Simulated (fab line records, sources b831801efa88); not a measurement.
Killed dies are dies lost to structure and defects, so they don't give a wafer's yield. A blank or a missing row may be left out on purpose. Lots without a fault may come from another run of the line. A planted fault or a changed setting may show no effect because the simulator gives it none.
Which tool did it? | flow gf180mcu | 24 lots, 72 wafers sampled, at 4 steps of a route of 602

WHAT THE GAUGES READ, wafer by wafer
GF_V5_THK_MEAS_03. Usual: V5_CVD_02_THK 1451 nm, standard deviation 20.
lot  | measured     | on            | V5_CVD_02_THK (nm) | flag
L074 | day 26 07:11 | film_metro-03 | 1435 1434 1460     |
L075 | day 26 09:11 | film_metro-03 | 1405 1423 1445     |
L076 | day 27 04:13 | film_metro-02 | 1441 1449 1471     |
L077 | day 27 06:52 | film_metro-04 | 1430 1434 1461     |
L078 | day 27 17:02 | film_metro-02 | 1433 1451 1447     |
L079 | day 27 19:38 | film_metro-03 | 1445 1430 1464     |
L080 | day 28 06:58 | film_metro-03 | 1444 1443 1454     |
L081 | day 28 19:40 | film_metro-03 | 1441 1467 1471     |
L082 | day 28 21:53 | film_metro-02 | 1434 1459 1453     |
L083 | day 29 01:15 | film_metro-02 | 1416 1431 1461     |
L084 | day 29 17:36 | film_metro-03 | 1434 1456 1464     |
L085 | day 29 21:01 | film_metro-03 | 1437 1448 1452     |
L086 | day 30 05:54 | film_metro-02 | 1477 1456 1441     |
L087 | day 30 11:49 | film_metro-03 | 1448 1477 1458     |
L088 | day 30 20:57 | film_metro-02 | 1431 1514 1488     |
L089 | day 31 04:16 | film_metro-03 | 1420 1428 1433     |
L090 | day 31 09:41 | film_metro-03 | 1447 1465 1466     |
L091 | day 31 12:49 | film_metro-03 | 1434 1445 1483     |
L092 | day 31 22:59 | film_metro-03 | 1446 1442 1446     |
L093 | day 32 01:42 | film_metro-04 | 1457 1427 1451     |
L094 | day 32 07:16 | film_metro-02 | 1447 1437 1451     |
L095 | day 32 10:37 | film_metro-03 | 1410 1442 1452     |
L096 | day 32 17:30 | film_metro-03 | 1498 1453 1451     |
L097 | day 33 00:41 | film_metro-03 | 1485 1522 1470     |

WHICH TOOL RAN EACH LOT (tool, then ch and the chambers of the sampled wafers, then the start)
lot  | GF_V1_STRIP_18                       | GF_MIM_CVD_05                   | GF_MIM_STRIP_20
L074 | plasma_asher-01 ch 0,1, day 18 02:32 | pecvd-02 ch 1,2, day 24 10:31   | plasma_asher-04 ch 1, day 25 08:24
L075 | plasma_asher-03 ch 0, day 18 08:26   | pecvd-04 ch 0,1,2, day 24 12:46 | plasma_asher-02 ch 0, day 25 10:31
L076 | plasma_asher-02 ch 0,1, day 19 01:14 | pecvd-04 ch 0,1,2, day 25 08:37 | plasma_asher-03 ch 0,1, day 26 06:10
L077 | plasma_asher-03 ch 0,1, day 19 07:04 | pecvd-04 ch 0,1,2, day 25 11:26 | plasma_asher-02 ch 0,1, day 26 08:29
L078 | plasma_asher-01 ch 0,1, day 19 15:26 | pecvd-02 ch 0,1, day 25 23:40   | plasma_asher-04 ch 0,1, day 26 20:36
L079 | plasma_asher-03 ch 1, day 19 21:48   | pecvd-02 ch 0,1, day 26 01:40   | plasma_asher-04 ch 0,1, day 26 22:37
L080 | plasma_asher-01 ch 0,1, day 20 12:05 | pecvd-01 ch 0,2, day 26 13:07   | plasma_asher-03 ch 0,1, day 27 09:46
L081 | plasma_asher-02 ch 0,1, day 20 23:38 | pecvd-04 ch 0,2, day 27 01:37   | plasma_asher-04 ch 0,1, day 27 22:16
L082 | plasma_asher-03 ch 0, day 21 04:59   | pecvd-01 ch 1,2, day 27 04:41   | plasma_asher-04 ch 0,1, day 28 00:28
L083 | plasma_asher-02 ch 0,1, day 21 08:58 | pecvd-04 ch 0,2, day 27 08:59   | plasma_asher-03 ch 1, day 28 04:50
L084 | plasma_asher-02 ch 0,1, day 22 01:56 | pecvd-02 ch 0,1,2, day 28 00:38 | plasma_asher-03 ch 0,1, day 28 20:47
L085 | plasma_asher-01 ch 0,1, day 22 07:19 | pecvd-02 ch 0,2, day 28 05:09   | plasma_asher-03 ch 0,1, day 29 00:41
L086 | plasma_asher-02 ch 0,1, day 22 23:23 | pecvd-02 ch 0,1,2, day 28 15:29 | plasma_asher-02 ch 0,1, day 29 10:51
L087 | plasma_asher-01 ch 0,1, day 23 02:59 | pecvd-04 ch 1,2, day 28 20:41   | plasma_asher-02 ch 0,1, day 29 15:52
L088 | plasma_asher-02 ch 0,1, day 23 14:53 | pecvd-02 ch 1,2, day 29 06:38   | plasma_asher-03 ch 0,1, day 30 01:29
L089 | plasma_asher-03 ch 0,1, day 24 01:13 | pecvd-02 ch 0,1,2, day 29 14:29 | plasma_asher-02 ch 0,1, day 30 09:01
L090 | plasma_asher-01 ch 0,1, day 24 07:25 | pecvd-04 ch 0,2, day 29 20:29   | plasma_asher-02 ch 0,1, day 30 15:03
L091 | plasma_asher-03 ch 0,1, day 24 09:23 | pecvd-01 ch 0,1, day 29 23:33   | plasma_asher-02 ch 0,1, day 30 17:47
L092 | plasma_asher-01 ch 0,1, day 25 00:29 | pecvd-02 ch 0,1,2, day 30 10:08 | plasma_asher-04 ch 1, day 31 04:13
L093 | plasma_asher-02 ch 0,1, day 25 04:47 | pecvd-02 ch 0,1, day 30 13:46   | plasma_asher-02 ch 0,1, day 31 07:22
L094 | plasma_asher-03 ch 0,1, day 25 07:23 | pecvd-02 ch 0,1,2, day 30 18:27 | plasma_asher-03 ch 0,1, day 31 12:43
L095 | plasma_asher-02 ch 0,1, day 25 11:41 | pecvd-04 ch 0,1, day 30 22:41   | plasma_asher-03 ch 0,1, day 31 16:01
L096 | plasma_asher-03 ch 0,1, day 25 23:25 | pecvd-01 ch 0,1,2, day 31 06:14 | plasma_asher-04 ch 0,1, day 31 23:22
L097 | plasma_asher-02 ch 0,1, day 26 05:47 | pecvd-01 ch 1,2, day 31 13:45   | plasma_asher-03 ch 0,1, day 32 06:45
- GF_V1_STRIP_18: strips in O2/N2.
- GF_MIM_CVD_05: deposits Si3N4, target thk 42 nm, time 29.086 s.
- GF_MIM_STRIP_20: strips in O2/N2.

WHAT THE TOOLS THEMSELVES READ (means of the sampled wafers that have a number; where no wafer has one, the mark that the record gives instead)
GF_V1_STRIP_18. Usual: drypump_motor_current_A 5.7 A, standard deviation 0.36; heater_power_w 345 W, standard deviation 31; oes_product_au 0.594 a.u., standard deviation 0.0047.
lot  | tool            | drypump_motor_current_A (A) | heater_power_w (W) | oes_product_au (a.u.) | flag
L074 | plasma_asher-01 | 5.9                         | 372                | 0.593                 |
L075 | plasma_asher-03 | 5.9                         | 358                | 0.590                 |
L076 | plasma_asher-02 | 5.9                         | 316                | 0.592                 |
L077 | plasma_asher-03 | 5.5                         | 364                | 0.590                 |
L078 | plasma_asher-01 | 5.8                         | 350                | 0.589                 |
L079 | plasma_asher-03 | 5.3                         | 366                | 0.596                 |
L080 | plasma_asher-01 | 5.9                         | 367                | 0.593                 |
L081 | plasma_asher-02 | 5.7                         | 322                | 0.590                 |
L082 | plasma_asher-03 | 5.9                         | 361                | 0.593                 |
L083 | plasma_asher-02 | 5.6                         | 328                | 0.592                 |
L084 | plasma_asher-02 | 5.9                         | 314                | 0.591                 |
L085 | plasma_asher-01 | 5.9                         | 370                | 0.591                 |
L086 | plasma_asher-02 | 5.9                         | 310                | 0.594                 |
L087 | plasma_asher-01 | 5.8                         | 343                | 0.595                 |
L088 | plasma_asher-02 | 5.7                         | 318                | 0.595                 |
L089 | plasma_asher-03 | 5.7                         | 365                | 0.595                 |
L090 | plasma_asher-01 | 5.9                         | 375                | 0.596                 |
L091 | plasma_asher-03 | 5.7                         | 365                | 0.593                 |
L092 | plasma_asher-01 | 5.8                         | 350                | 0.594                 |
L093 | plasma_asher-02 | 5.7                         | 320                | 0.597                 |
L094 | plasma_asher-03 | 5.7                         | 357                | 0.598                 |
L095 | plasma_asher-02 | 5.7                         | 315                | 0.595                 |
L096 | plasma_asher-03 | 5.7                         | 361                | 0.594                 |
L097 | plasma_asher-02 | 5.9                         | 315                | 0.594                 |

GF_MIM_CVD_05. Usual: heater_power_outer_w 392 W, standard deviation 84; heater_power_w 661 W, standard deviation 85.
lot  | tool     | heater_power_outer_w (W) | heater_power_w (W) | flag
L074 | pecvd-02 | 348                      | 648                |
L075 | pecvd-04 | 397                      | 666                |
L076 | pecvd-04 | 382                      | 650                |
L077 | pecvd-04 | 402                      | 670                |
L078 | pecvd-02 | 352                      | 585                |
L079 | pecvd-02 | 400                      | 660                |
L080 | pecvd-01 | 339                      | 613                |
L081 | pecvd-04 | 320                      | 550                |
L082 | pecvd-01 | 428                      | 729                |
L083 | pecvd-04 | 370                      | 629                |
L084 | pecvd-02 | 399                      | 666                |
L085 | pecvd-02 | 442                      | 678                |
L086 | pecvd-02 | 436                      | 710                |
L087 | pecvd-04 | 419                      | 702                |
L088 | pecvd-02 | 327                      | 616                |
L089 | pecvd-02 | 384                      | 635                |
L090 | pecvd-04 | 378                      | 622                |
L091 | pecvd-01 | 371                      | 644                |
L092 | pecvd-02 | 420                      | 676                |
L093 | pecvd-02 | 411                      | 624                |
L094 | pecvd-02 | 401                      | 647                |
L095 | pecvd-04 | 443                      | 716                |
L096 | pecvd-01 | 395                      | 689                |
L097 | pecvd-01 | 389                      | 676                |

GF_MIM_STRIP_20. Usual: drypump_motor_current_A 5.6 A, standard deviation 0.33; heater_power_w 341 W, standard deviation 22; oes_product_au 0.691 a.u., standard deviation 0.0047; strip_time_to_endpoint_s 11.20 s, standard deviation 0.039.
lot  | tool            | drypump_motor_current_A (A) | heater_power_w (W) | oes_product_au (a.u.) | strip_time_to_endpoint_s (s) | flag
L074 | plasma_asher-04 | 5.4                         | 337                | 0.693                 | 11.28                        |
L075 | plasma_asher-02 | 6.2                         | 305                | 0.688                 | 11.15                        |
L076 | plasma_asher-03 | 5.5                         | 364                | 0.693                 | 11.20                        |
L077 | plasma_asher-02 | 5.9                         | 314                | 0.691                 | 11.18                        |
L078 | plasma_asher-04 | 5.5                         | 340                | 0.688                 | 11.18                        |
L079 | plasma_asher-04 | 5.4                         | 336                | 0.689                 | 11.19                        |
L080 | plasma_asher-03 | 5.7                         | 363                | 0.689                 | 11.18                        |
L081 | plasma_asher-04 | 5.5                         | 339                | 0.690                 | 11.17                        |
L082 | plasma_asher-04 | 5.5                         | 338                | 0.696                 | 11.25                        |
L083 | plasma_asher-03 | 5.3                         | 369                | 0.694                 | 11.18                        |
L084 | plasma_asher-03 | 5.5                         | 360                | 0.695                 | 11.25                        |
L085 | plasma_asher-03 | 5.7                         | 366                | 0.688                 | 11.16                        |
L086 | plasma_asher-02 | 5.9                         | 311                | 0.694                 | 11.20                        |
L087 | plasma_asher-02 | 5.6                         | 322                | 0.684                 | 11.22                        |
L088 | plasma_asher-03 | 5.5                         | 358                | 0.693                 | 11.21                        |
L089 | plasma_asher-02 | 5.6                         | 320                | 0.691                 | 11.24                        |
L090 | plasma_asher-02 | 5.7                         | 320                | 0.691                 | 11.21                        |
L091 | plasma_asher-02 | 5.9                         | 313                | 0.693                 | 11.24                        |
L092 | plasma_asher-04 | 5.4                         | 338                | 0.696                 | 11.21                        |
L093 | plasma_asher-02 | 5.6                         | 320                | 0.687                 | 11.15                        |
L094 | plasma_asher-03 | 5.7                         | 363                | 0.689                 | 11.20                        |
L095 | plasma_asher-03 | 5.7                         | 360                | 0.695                 | 11.20                        |
L096 | plasma_asher-04 | 5.5                         | 354                | 0.689                 | 11.19                        |
L097 | plasma_asher-03 | 5.5                         | 365                | 0.689                 | 11.21                        |

THE ANSWER, worked out from the rows above alone
Rule: a lot is off if the mean of its wafers that have a number lies more than 3 standard deviations from the usual mean. A lot without any number at a reading at which 4 lots or more have one is off too. The other lots that the step has rows for count as sound. The gauges are gone through in route order, then the tools' own readings, and for those a lot's mean is taken as printed above. The first step at which some lot is off is used, and at that step the reading that is off furthest; a lot without a number counts as furthest.
No lot is off at any reading shown: from this, nothing can be told.

WHAT THE SIMULATOR HAD PUT IN
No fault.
